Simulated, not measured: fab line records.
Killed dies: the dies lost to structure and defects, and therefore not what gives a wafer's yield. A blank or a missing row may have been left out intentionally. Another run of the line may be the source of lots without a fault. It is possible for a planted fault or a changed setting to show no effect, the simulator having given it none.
fab line records | flow sky130
record: lots: 12 wafers: 35 last_day: 50
route steps=708 shown POLY_CUT@316 SD_P@328 RES_XHIGH@335 SD_N@356 CONTACT@411 PAD_OPEN@708
lots untouched by any fault: they come from a run of this same line in which no faults occurred
start_h: start of the lot's first displayed wafer, in hours after the record's first day | wait_h: time in hours since the lot's previous step | " identical to the entry in the row above | L1.1+2: several wafers, shown together as one row | - no value present, or no start provided | * or withheld: withheld | < > ~ a bound
route shown NAME@n: NAME is a module with steps in the file, n the number in the route of the first one | usual: mean/standard deviation of fault-free wafers | same: alike in all rows | chamber/n: place in a boat | sites: per-site readings | _std_site: their standard deviation | _edge_site: mean of outer sites minus mean of inner sites | radius_mm: for every site, how far away it sits from the centre of the wafer | mask NAME#n: copy n | behind: the last tool/chamber to shape the wafer | hold: what put the lot on hold/how long, in hours/how the hold closed | device: which transistor (n, p or np) failed to switch | end of line: tests run on the same wafers once the route is complete | a step given without rows: its recipe and nothing more | killed: at the first sort, the dies lost to defects and structure; wafer yield is something else | map: per-die view of a wafer (x killed, . not killed, _ where there is no die)
set.NAME: the setting the step ran with; set.NAME@STEP: the setting that earlier step ran with | model.NAME: the simulator's own value behind a step, which no gauge read
one table for each step of the route and one row for each wafer, over a sample of lots
services: from which hour (start_h, from the record's first day; less than 0 if before it) a tool's chamber was out of use, for how many hours, and why
== steps ==
step: SKY_POLY_CUT_OVL_MEAS_09
usual: POLY_CUT_OVL: -1/5.1
columns lot.wafer tool chamber start_h wait_h POLY_CUT_OVL[nm]
L812.2 overlay-01 - 576.80 0.1 -10
L812.3 " - " " -2
L812.6 " - " " -4
L813.3 overlay-02 - 584.96 0.1 0
L813.5 " - " " 0
L813.6 " - " " 7
L814.1 overlay-01 - 592.80 0.1 -1
L814.2 " - " " -5
L814.4 " - " " -11
L815.2 overlay-01 - 594.27 0.1 4
L815.5 " - " " 3
L815.6 " - " " 0
L816.4 overlay-01 - 607.27 0.1 -3
L816.5 " - " " -4
L816.6 " - " " 1
L818.2 overlay-01 - 623.35 0.1 -9
L818.5 " - " " -3
L818.6 " - " " -2
L817.1 overlay-02 - 627.61 0.1 1
L817.2 " - " " 4
L817.3 " - " " 0
L820.1 overlay-01 - 630.22 0.1 1
L820.4 " - " " -2
L820.5 " - " " -2
L821.4 overlay-01 - 635.77 0.1 -9
L821.5 " - " " -4
L821.6 " - " " 0
L828.2 overlay-02 - 694.27 0.1 9
L828.4 " - " " 0
L833.2 overlay-02 - 730.50 0.1 3
L833.4 " - " " -2
L833.6 " - " " 0
L835.2 overlay-01 - 741.60 0.1 -9
L835.3 " - " " -10
L835.4 " - " " -7
step: SKY_SD_P_OVL_MEAS_08
usual: SD_P_OVL: -0.5/1.4
columns lot.wafer tool chamber start_h wait_h SD_P_OVL[nm]
L812.2 overlay-01 - 606.29 0.1 -2.6
L812.3 " - " " -1.1
L812.6 " - " " -2.6
L813.3 overlay-01 - 614.73 0.1 -2.3
L813.5 " - " " -0.5
L813.6 " - " " -1.3
L814.1 overlay-02 - 621.88 0.1 -0.4
L814.2 " - " " -1.6
L814.4 " - " " -1.5
L815.2 overlay-02 - 624.16 0.1 -0.7
L815.5 " - " " -1.9
L815.6 " - " " -0.4
L816.4 overlay-01 - 636.02 0.1 -0.3
L816.5 " - " " 0.4
L816.6 " - " " 0.9
L818.2 overlay-01 - 652.42 0.1 -1.2
L818.5 " - " " -0.9
L818.6 " - " " 0.8
L817.1 overlay-01 - 656.50 0.1 0.7
L817.2 " - " " 0.5
L817.3 " - " " 0.1
L820.1 overlay-02 - 659.12 0.1 -0.1
L820.4 " - " " -0.9
L820.5 " - " " -0.1
L821.4 overlay-02 - 664.48 0.1 -0.3
L821.5 " - " " -1.5
L821.6 " - " " -1.5
L828.2 overlay-02 - 722.20 0.1 3.3
L828.4 " - " " 0.7
L833.2 overlay-01 - 757.49 0.1 -0.2
L833.4 " - " " -0.3
L833.6 " - " " 1.6
L835.2 overlay-02 - 768.75 0.1 1.1
L835.3 " - " " -1.6
L835.4 " - " " 1.8
step: SKY_RES_XHIGH_SOFTBAKE_03
recipe: temp_c: 90 time_s: 60 resist: NOVOLAK
usual: heater_power_total_W: 56.60/0.04 run_length_s: 89.18/0.15
columns lot.wafer tool chamber start_h wait_h heater_power_total_W run_length_s
L812.2 litho_track-01 0 620.73 0.1 56.66 89.11
L812.3 " 0 " " 56.61 89.04
L812.6 " 0 " " 56.53 88.95
L813.3 litho_track-01 0 629.31 0.1 56.59 89.12
L813.5 " 0 " " 56.67 89.14
L813.6 " 0 " " 56.68 89.06
L814.1 litho_track-02 0 635.75 0.1 56.59 89.24
L814.2 " 0 " " 56.56 89.33
L814.4 " 0 " " 56.57 89.39
L815.2 litho_track-01 0 638.28 0.1 56.58 88.98
L815.5 " 0 " " 56.59 89.02
L815.6 " 0 " " 56.64 88.95
L816.4 litho_track-01 0 650.83 0.1 56.62 89.05
L816.5 " 0 " " 56.57 89.25
L816.6 " 0 " " 56.56 88.94
L818.2 litho_track-02 0 666.37 0.1 56.56 89.36
L818.5 " 0 " " 56.57 89.32
L818.6 " 0 " " 56.62 89.18
L817.1 litho_track-03 0 670.48 0.1 56.55 89.15
L817.2 " 0 " " 56.61 89.26
L817.3 " 0 " " 56.68 89.34
L820.1 litho_track-02 0 673.70 0.1 56.63 89.26
L820.4 " 0 " " 56.55 89.25
L820.5 " 0 " " 56.64 89.22
L821.4 litho_track-02 0 678.72 0.1 56.63 89.65
L821.5 " 0 " " 56.62 89.34
L821.6 " 0 " " 56.57 89.50
L828.2 litho_track-02 0 735.77 0.1 56.63 91.71
L828.4 " 0 " " 56.65 91.72
L833.2 litho_track-03 0 771.70 0.1 56.50 89.12
L833.4 " 0 " " 56.59 89.08
L833.6 " 0 " " 56.56 89.30
L835.2 litho_track-03 0 782.85 0.1 56.65 89.08
L835.3 " 0 " " 56.58 89.23
L835.4 " 0 " " 56.62 89.10
step: SKY_SD_N_RTA_14
recipe: temp_c: 1075 time_s: 2 idle_temp_c: 650 ramp_up_c_per_s: 150 ramp_down_c_per_s: 90 ambient: N2
usual: lamp_power_pct: 15.73/0.059 wafer_temp_C_max: 1078.0/1.4
columns lot.wafer tool chamber start_h wait_h lamp_power_pct wafer_temp_C_max
L812.2 rtp_anneal-02 0 663.90 0.0 15.75 1078.3
L812.3 " 0 " " 15.73 1079.5
L812.6 " 0 " " 15.65 1077.7
L813.3 rtp_anneal-01 0 673.17 0.0 15.76 1079.0
L813.5 " 0 " " 15.80 1079.6
L813.6 " 0 " " 15.70 1077.2
L814.1 rtp_anneal-02 0 678.99 0.0 15.69 1077.1
L814.2 " 0 " " 15.72 1079.1
L814.4 " 0 " " 15.73 1078.7
L815.2 rtp_anneal-01 0 681.91 0.0 15.75 1076.2
L815.5 " 0 " " 15.71 1079.0
L815.6 " 0 " " 15.68 1077.9
L816.4 rtp_anneal-02 0 693.32 0.0 15.76 1077.9
L816.5 " 0 " " 15.75 1079.0
L816.6 " 0 " " 15.68 1081.2
L818.2 rtp_anneal-01 0 710.09 0.0 15.73 1078.4
L818.5 " 0 " " 15.61 1077.7
L818.6 " 0 " " 15.73 1076.6
L817.1 rtp_anneal-02 0 713.99 0.0 15.71 1077.7
L817.2 " 0 " " 15.77 1077.8
L817.3 " 0 " " 15.68 1080.1
L820.1 rtp_anneal-02 0 716.19 0.0 15.72 1079.6
L820.4 " 0 " " 15.77 1076.6
L820.5 " 0 " " 15.75 1079.6
L821.4 rtp_anneal-01 0 721.15 0.0 15.72 1078.4
L821.5 " 0 " " 15.81 1076.9
L821.6 " 0 " " 15.72 1077.6
L828.2 rtp_anneal-02 0 777.10 0.0 15.69 1078.9
L828.4 " 0 " " 15.77 1080.9
L833.2 rtp_anneal-02 0 812.20 0.0 15.71 1077.8
L833.4 " 0 " " 15.74 1078.8
L833.6 " 0 " " 15.80 1076.4
L835.2 rtp_anneal-02 0 824.30 0.0 15.83 1075.7
L835.3 " 0 " " 15.71 1077.8
L835.4 " 0 " " 15.78 1077.6
step: SKY_CONTACT_BOW_MEAS_05
recipe: mode: bow
usual: CONTACT_BOW: 80/6.9
columns lot.wafer tool chamber start_h wait_h hold CONTACT_BOW[um]
L812.2 film_metro-04 - 723.79 0.3 - 78
L812.3 " - " " - 81
L812.6 " - " " - 76
L813.3 film_metro-04 - 734.16 0.2 - 74
L813.5 " - " " - 73
L813.6 " - " " - 75
L814.1 film_metro-04 - 738.87 0.2 - 81
L814.2 " - " " - 85
L814.4 " - " " - 80
L815.2 film_metro-02 - 741.94 0.3 - 73
L815.5 " - " " - 72
L815.6 " - " " - 80
L816.4 film_metro-01 - 753.14 0.2 - 85
L816.5 " - " " - 78
L816.6 " - " " - 90
L818.2 film_metro-02 - 768.08 0.2 - 79
L818.5 " - " " - 81
L818.6 " - " " - 94
L817.1 film_metro-04 - 772.67 0.1 - 82
L817.2 " - " " - 83
L817.3 " - " " - 96
L820.1 film_metro-02 - 774.94 0.2 - 85
L820.4 " - " " - 79
L820.5 " - " " - 85
L821.4 film_metro-01 - 779.36 0.3 - 92
L821.5 " - " " - 81
L821.6 " - " " - 81
L828.2 film_metro-02 - 834.38 0.2 await_dispo/0.2h/release 93
L828.4 " - " " await_dispo/0.2h/release 75
L828.2 film_metro-02 - 834.66 0.3 - -
L828.4 " - " " - -
L833.2 film_metro-04 - 868.32 0.2 - 83
L833.4 " - " " - 93
L833.6 " - " " - 92
L835.2 film_metro-04 - 881.33 0.1 - 79
L835.3 " - " " - 69
L835.4 " - " " - 72
step: SKY_CONTACT_DEHYDRATE_06
recipe: temp_c: 200 time_s: 60
usual: heater_power_total_W: 160.36/0.12
columns lot.wafer tool chamber start_h wait_h hold heater_power_total_W
L812.2 litho_track-02 0 737.17 13.4 - 160.27
L812.3 " 0 " " - 160.20
L812.6 " 0 " " - 160.31
L813.3 litho_track-01 0 747.06 12.9 - 160.25
L813.5 " 0 " " - 160.32
L813.6 " 0 " " - 160.34
L814.1 litho_track-03 0 751.63 12.7 - 160.35
L814.2 " 0 " " - 160.65
L814.4 " 0 " " - 160.35
L815.2 litho_track-01 0 755.08 13.1 - 160.19
L815.5 " 0 " " - 160.22
L815.6 " 0 " " - 160.37
L816.4 litho_track-03 0 766.30 13.1 - 160.35
L816.5 " 0 " " - 160.22
L816.6 " 0 " " - 160.14
L818.2 litho_track-02 0 781.02 12.9 - 160.51
L818.5 " 0 " " - 160.51
L818.6 " 0 " " - 160.48
L817.1 litho_track-02 0 785.55 12.9 - 160.35
L817.2 " 0 " " - 160.59
L817.3 " 0 " " - 160.22
L820.1 litho_track-01 0 787.66 12.7 - 160.48
L820.4 " 0 " " - 160.35
L820.5 " 0 " " - 160.54
L821.4 litho_track-02 0 792.62 13.2 - 160.63
L821.5 " 0 " " - 160.36
L821.6 " 0 " " - 160.37
L828.2 litho_track-01 0 847.59 12.9 await_dispo/3.1h/release 160.34
L828.4 " 0 " " await_dispo/3.1h/release 160.35
L833.2 litho_track-01 0 881.09 12.7 - 160.43
L833.4 " 0 " " - 160.29
L833.6 " 0 " " - 160.39
L835.2 litho_track-02 0 892.07 10.7 - 160.56
L835.3 " 0 " " - 160.39
L835.4 " 0 " " - 160.23
step: SKY_PAD_OPEN_PROBE_99
usual: killed_at_M0_to_M3: 43/6.8 killed_at_M4_up: 3.0/1.6 killed_at_contacts: 25/6 killed_at_front_end: 15/4.4 killed_at_other: 0.3/0.52 killed_dies: 86/9.6 killed_open: 47/6.7 killed_short: 39/6.8
same: gross_dies: 492 killed_at_back_side: 0
columns lot.wafer tool chamber start_h wait_h hold killed_at_M0_to_M3 killed_at_M4_up killed_at_contacts killed_at_front_end killed_at_other killed_dies killed_open killed_short
L812.2 prober-02 - 1088.33 0.1 - 38 0 20 14 0 72 46 26
L812.3 prober-02 - 1088.38 0.2 - 51 2 32 18 0 103 50 53
L812.6 prober-02 - 1088.53 0.2 - 36 4 32 13 0 85 45 40
L813.3 prober-01 - 1096.75 0.2 - 37 2 31 13 1 84 44 39
L813.5 prober-01 - 1096.85 0.2 - 42 4 27 11 0 84 48 36
L813.6 prober-01 - 1096.90 0.2 - 44 5 23 17 0 89 46 41
L814.1 prober-02 - 1097.91 0.1 - 47 2 23 17 0 89 48 41
L814.2 prober-02 - 1097.96 0.1 - 45 3 15 16 0 79 45 33
L814.4 prober-02 - 1098.06 0.2 - 29 4 16 15 0 64 29 35
L815.2 prober-01 - 1102.18 0.1 - 42 3 16 15 0 76 41 35
L815.5 prober-01 - 1102.33 0.2 - 41 1 10 17 0 69 30 39
L815.6 prober-01 - 1102.38 0.2 - 44 3 39 17 0 103 54 49
L816.4 prober-02 - 1109.15 0.2 - 53 2 30 23 0 108 47 61
L816.5 prober-02 - 1109.20 0.2 - 37 1 32 18 1 89 42 47
L816.6 prober-02 - 1109.25 0.2 - 51 2 20 27 0 100 53 47
L818.2 prober-01 - 1121.11 0.1 - 43 6 24 17 1 91 46 45
L818.5 prober-01 - 1121.26 0.2 - 45 4 14 12 0 75 37 38
L818.6 prober-01 - 1121.31 0.2 - 60 0 23 9 0 92 38 54
L817.1 prober-02 - 1126.81 0.1 - 34 3 25 20 0 82 51 31
L817.2 prober-02 - 1126.86 0.1 - 45 1 28 17 0 91 58 33
L817.3 prober-02 - 1126.91 0.2 - 35 3 29 19 0 86 48 38
L820.1 prober-02 - 1128.31 0.1 - 36 7 27 8 0 78 48 30
L820.4 prober-02 - 1128.46 0.2 - 49 4 21 11 0 85 36 48
L820.5 prober-02 - 1128.51 0.2 - 58 2 21 13 0 94 54 40
L821.4 prober-01 - 1130.14 0.2 - 49 3 21 13 0 86 39 47
L821.5 prober-01 - 1130.19 0.2 - 43 3 23 16 0 85 42 43
L821.6 prober-01 - 1130.24 0.2 - 37 4 24 11 0 76 47 29
L828.2 prober-02 - 1170.58 0.1 await_dispo/6.0h/release 33 5 23 12 0 73 35 38
L828.4 prober-02 - 1170.68 0.2 await_dispo/6.0h/release 35 2 35 9 0 81 49 32
L833.2 prober-01 - 1190.43 0.1 - 43 2 31 25 0 101 56 44
L833.4 prober-01 - 1190.53 0.2 - 42 6 21 12 1 82 40 40
L833.6 prober-01 - 1190.63 0.2 - 39 4 24 14 0 81 50 30
L835.2 prober-01 - 1199.60 0.1 - 43 0 33 10 2 88 45 43
L835.3 prober-01 - 1199.65 0.2 - 36 1 23 18 0 78 53 23
L835.4 prober-01 - 1199.70 0.2 - 42 6 33 20 1 102 51 51
killed by level:class
L812.2 VIA1:geometric_particle:open=9 VIA3:geometric_particle:open=7 CONTACT:geometric_particle:open=6 FIELD_ISO:geometric_particle:open=5 POLY_GATE:geometric_particle:open=5 LI_CONTACT:geometric_particle:open=5 VIA2:geometric_particle:short=5 METAL1:geometric_particle:short=4
L812.3 LI_CONTACT:geometric_particle:open=10 CONTACT:geometric_particle:open=10 CONTACT:geometric_particle:short=9 METAL1:geometric_particle:short=9 METAL2:geometric_particle:short=9 VIA3:geometric_particle:open=9 FIELD_ISO:geometric_particle:short=8 VIA1:geometric_particle:open=6
L812.6 CONTACT:geometric_particle:open=8 VIA1:geometric_particle:open=8 LI_CONTACT:geometric_particle:open=7 LOCAL_INTERCONNECT:geometric_particle:short=6 CONTACT:geometric_particle:short=6 FIELD_ISO:geometric_particle:short=4 LI_CONTACT:geometric_particle:short=4 METAL1:geometric_particle:short=4
L813.3 CONTACT:geometric_particle:open=10 VIA1:geometric_particle:open=9 LI_CONTACT:geometric_particle:open=7 LOCAL_INTERCONNECT:geometric_particle:short=6 VIA3:geometric_particle:open=5 POLY_GATE:geometric_particle:short=4 VIA1:geometric_particle:short=4 METAL1:geometric_particle:short=4
L813.5 CONTACT:geometric_particle:open=11 VIA1:geometric_particle:open=8 LI_CONTACT:geometric_particle:open=7 METAL2:geometric_particle:short=6 VIA3:geometric_particle:open=6 VIA3:geometric_particle:short=5 VIA1:geometric_particle:short=5 VIA2:geometric_particle:open=5
L813.6 CONTACT:geometric_particle:open=10 METAL2:geometric_particle:short=9 VIA1:geometric_particle:open=8 VIA3:geometric_particle:open=7 VIA1:geometric_particle:short=6 VIA2:geometric_particle:open=6 FIELD_ISO:geometric_particle:open=5 LI_CONTACT:geometric_particle:open=4
L814.1 LI_CONTACT:geometric_particle:open=7 VIA1:geometric_particle:open=7 VIA3:geometric_particle:open=7 VIA2:geometric_particle:open=6 VIA1:geometric_particle:short=6 METAL2:geometric_particle:short=6 POLY_GATE:geometric_particle:open=5 LOCAL_INTERCONNECT:geometric_particle:short=5
L814.2 VIA1:geometric_particle:open=11 CONTACT:geometric_particle:open=8 METAL2:geometric_particle:short=7 VIA3:geometric_particle:open=6 VIA2:geometric_particle:open=5 FIELD_ISO:geometric_particle:open=4 POLY_GATE:geometric_particle:short=4 POLY_GATE:geometric_particle:open=4
L814.4 VIA1:geometric_particle:open=6 CONTACT:geometric_particle:open=6 METAL2:geometric_particle:short=5 POLY_GATE:geometric_particle:short=4 LOCAL_INTERCONNECT:geometric_particle:short=4 METAL1:geometric_particle:short=4 VIA2:geometric_particle:open=4 FIELD_ISO:geometric_particle:short=3
L815.2 VIA1:geometric_particle:open=10 LI_CONTACT:geometric_particle:open=7 VIA3:geometric_particle:open=6 FIELD_ISO:geometric_particle:short=5 VIA2:geometric_particle:open=5 METAL2:geometric_particle:short=5 CONTACT:geometric_particle:open=4 METAL3:geometric_particle:short=4
L815.5 METAL1:geometric_particle:short=8 FIELD_ISO:geometric_particle:short=7 VIA3:geometric_particle:short=7 FIELD_ISO:geometric_particle:open=6 VIA3:geometric_particle:open=6 VIA1:geometric_particle:open=5 CONTACT:geometric_particle:open=4 VIA1:geometric_particle:short=4
L815.6 CONTACT:geometric_particle:open=14 LI_CONTACT:geometric_particle:open=9 VIA2:geometric_particle:open=8 LOCAL_INTERCONNECT:geometric_particle:short=7 VIA1:geometric_particle:open=7 CONTACT:geometric_particle:short=6 VIA3:geometric_particle:open=6 METAL1:geometric_particle:short=6
L816.4 VIA1:geometric_particle:open=13 LOCAL_INTERCONNECT:geometric_particle:short=9 METAL1:geometric_particle:short=8 CONTACT:geometric_particle:open=7 VIA3:geometric_particle:open=7 CONTACT:geometric_particle:short=6 FIELD_ISO:geometric_particle:short=6 POLY_GATE:geometric_particle:short=5
L816.5 CONTACT:geometric_particle:open=11 VIA3:geometric_particle:open=9 POLY_GATE:geometric_particle:short=8 METAL2:geometric_particle:short=8 CONTACT:geometric_particle:short=7 LI_CONTACT:geometric_particle:open=6 VIA1:geometric_particle:open=5 POLY_CUT:geometric_particle:short=4
L816.6 VIA1:geometric_particle:open=14 VIA2:geometric_particle:open=9 POLY_GATE:geometric_particle:open=8 METAL1:geometric_particle:short=8 CONTACT:geometric_particle:open=7 POLY_GATE:geometric_particle:short=6 LOCAL_INTERCONNECT:geometric_particle:short=6 VIA3:geometric_particle:open=5
L818.2 VIA3:geometric_particle:open=10 VIA1:geometric_particle:short=8 CONTACT:geometric_particle:open=8 FIELD_ISO:geometric_particle:short=7 METAL2:geometric_particle:short=6 VIA2:geometric_particle:open=6 CONTACT:geometric_particle:short=5 LOCAL_INTERCONNECT:geometric_particle:open=5
L818.5 VIA1:geometric_particle:open=9 VIA1:geometric_particle:short=8 VIA2:geometric_particle:open=5 METAL2:geometric_particle:short=5 POLY_GATE:geometric_particle:open=4 LI_CONTACT:geometric_particle:short=4 LI_CONTACT:geometric_particle:open=4 METAL3:geometric_particle:short=4
L818.6 VIA1:geometric_particle:open=11 CONTACT:geometric_particle:short=10 METAL1:geometric_particle:short=8 METAL2:geometric_particle:short=8 VIA3:geometric_particle:short=8 VIA1:geometric_particle:short=7 CONTACT:geometric_particle:open=6 VIA3:geometric_particle:open=6
L817.1 VIA1:geometric_particle:open=14 CONTACT:geometric_particle:open=10 LI_CONTACT:geometric_particle:open=9 FIELD_ISO:geometric_particle:open=7 POLY_GATE:geometric_particle:short=6 FIELD_ISO:geometric_particle:short=5 VIA2:geometric_particle:open=5 CONTACT:geometric_particle:short=4
L817.2 VIA1:geometric_particle:open=12 CONTACT:geometric_particle:open=10 FIELD_ISO:geometric_particle:open=9 LI_CONTACT:geometric_particle:open=9 VIA3:geometric_particle:open=7 VIA2:geometric_particle:open=6 VIA1:geometric_particle:short=6 CONTACT:geometric_particle:short=5
L817.3 CONTACT:geometric_particle:open=11 VIA2:geometric_particle:open=7 METAL1:geometric_particle:short=6 LI_CONTACT:geometric_particle:open=6 FIELD_ISO:geometric_particle:open=5 CONTACT:geometric_particle:short=5 VIA3:geometric_particle:open=5 FIELD_ISO:geometric_particle:short=4
L820.1 LI_CONTACT:geometric_particle:open=9 CONTACT:geometric_particle:open=9 VIA1:geometric_particle:open=8 METAL4:geometric_particle:short=6 POLY_GATE:geometric_particle:open=5 LOCAL_INTERCONNECT:geometric_particle:short=5 VIA3:geometric_particle:open=5 METAL2:geometric_particle:open=4
L820.4 VIA1:geometric_particle:open=9 VIA3:geometric_particle:open=7 VIA2:geometric_particle:short=7 LOCAL_INTERCONNECT:geometric_particle:short=7 VIA1:geometric_particle:short=6 CONTACT:geometric_particle:open=6 FIELD_ISO:geometric_particle:short=5 VIA2:geometric_particle:open=5
L820.5 VIA1:geometric_particle:open=14 VIA1:geometric_particle:short=11 METAL2:geometric_particle:short=9 LI_CONTACT:geometric_particle:open=8 VIA3:geometric_particle:open=8 CONTACT:geometric_particle:open=7 VIA2:geometric_particle:open=7 POLY_GATE:geometric_particle:open=5
L821.4 METAL2:geometric_particle:short=10 VIA1:geometric_particle:open=9 CONTACT:geometric_particle:open=8 CONTACT:geometric_particle:short=5 METAL1:geometric_particle:short=5 FIELD_ISO:geometric_particle:short=4 POLY_GATE:geometric_particle:short=4 LI_CONTACT:geometric_particle:open=4
L821.5 VIA1:geometric_particle:open=11 POLY_GATE:geometric_particle:open=7 CONTACT:geometric_particle:open=7 CONTACT:geometric_particle:short=6 METAL1:geometric_particle:short=6 VIA1:geometric_particle:short=5 METAL2:geometric_particle:short=5 LI_CONTACT:geometric_particle:short=4
L821.6 LI_CONTACT:geometric_particle:open=10 VIA1:geometric_particle:open=9 VIA3:geometric_particle:open=8 POLY_GATE:geometric_particle:open=5 LI_CONTACT:geometric_particle:short=5 CONTACT:geometric_particle:open=5 METAL3:geometric_particle:short=5 METAL4:geometric_particle:short=4
L828.2 CONTACT:geometric_particle:open=8 VIA1:geometric_particle:open=8 CONTACT:geometric_particle:short=6 METAL2:geometric_particle:short=6 VIA2:geometric_particle:open=6 METAL4:geometric_particle:short=5 FIELD_ISO:geometric_particle:short=4 FIELD_ISO:geometric_particle:open=4
L828.4 LI_CONTACT:geometric_particle:open=13 VIA1:geometric_particle:open=12 CONTACT:geometric_particle:open=8 LI_CONTACT:geometric_particle:short=5 CONTACT:geometric_particle:short=5 VIA2:geometric_particle:open=5 LOCAL_INTERCONNECT:geometric_particle:short=4 METAL1:geometric_particle:short=3
L833.2 METAL1:geometric_particle:short=9 LI_CONTACT:geometric_particle:open=8 CONTACT:geometric_particle:open=8 VIA3:geometric_particle:open=8 FIELD_ISO:geometric_particle:open=7 VIA1:geometric_particle:open=7 VIA2:geometric_particle:open=7 LI_CONTACT:geometric_particle:short=6
L833.4 CONTACT:geometric_particle:open=9 VIA1:geometric_particle:open=8 CONTACT:geometric_particle:short=6 VIA1:geometric_particle:short=6 VIA3:geometric_particle:open=6 VIA3:geometric_particle:short=6 METAL4:geometric_particle:short=5 METAL1:geometric_particle:short=5
L833.6 VIA1:geometric_particle:open=11 VIA2:geometric_particle:open=9 CONTACT:geometric_particle:open=8 LI_CONTACT:geometric_particle:open=7 FIELD_ISO:geometric_particle:open=4 METAL2:geometric_particle:short=4 FIELD_ISO:geometric_particle:short=3 POLY_GATE:geometric_particle:open=3
L835.2 CONTACT:geometric_particle:open=12 VIA2:geometric_particle:open=8 METAL1:geometric_particle:short=7 LI_CONTACT:geometric_particle:open=7 VIA1:geometric_particle:open=6 VIA3:geometric_particle:open=6 CONTACT:geometric_particle:short=5 METAL2:geometric_particle:short=5
L835.3 VIA1:geometric_particle:open=13 CONTACT:geometric_particle:open=11 VIA2:geometric_particle:open=9 CONTACT:geometric_particle:short=6 FIELD_ISO:geometric_particle:open=5 POLY_GATE:geometric_particle:open=5 VIA3:geometric_particle:open=5 VIA1:geometric_particle:short=4
L835.4 CONTACT:geometric_particle:open=12 POLY_GATE:geometric_particle:open=9 LOCAL_INTERCONNECT:geometric_particle:short=9 VIA1:geometric_particle:open=9 METAL2:geometric_particle:short=7 LI_CONTACT:geometric_particle:open=6 VIA3:geometric_particle:open=5 METAL1:geometric_particle:short=4
== services ==
columns tool chamber start_h hours kind
rtp_anneal-02 - 786.14 4.9 pm
== key ==
first_sign: step: SKY_RES_XHIGH_SOFTBAKE_03 reading: run_length_s direction: up sigmas: 16 usual: * struck: *
effect: step: SKY_PAD_OPEN_PROBE_99 reading: hold direction: added
met_at SKY_RES_XHIGH_SOFTBAKE_03
struck_lots L828
struck_wafers L828.2,L828.4
tester_left_out L828
not_acting_at SKY_POLY_CUT_OVL_MEAS_09,SKY_SD_P_OVL_MEAS_08,SKY_SD_N_RTA_14
onset_between 678.72 735.77
fault: kind: process_parameter_drift tool: litho_track-02 chamber: - onset_h: 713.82 steps: SKY_RES_XHIGH_SOFTBAKE_03 channel: time_s offset: * shape: step end_h: 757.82 scope: struck_wafers_only acts_in: * stated: *
tester_left_out: of these lots the tester's yield and bins aren't shown, on N5 and GAA mostly nor the transistor test; their killed dies are dies lost to structure and defects alone, not to doping, threshold or leakage, so they don't give the yield
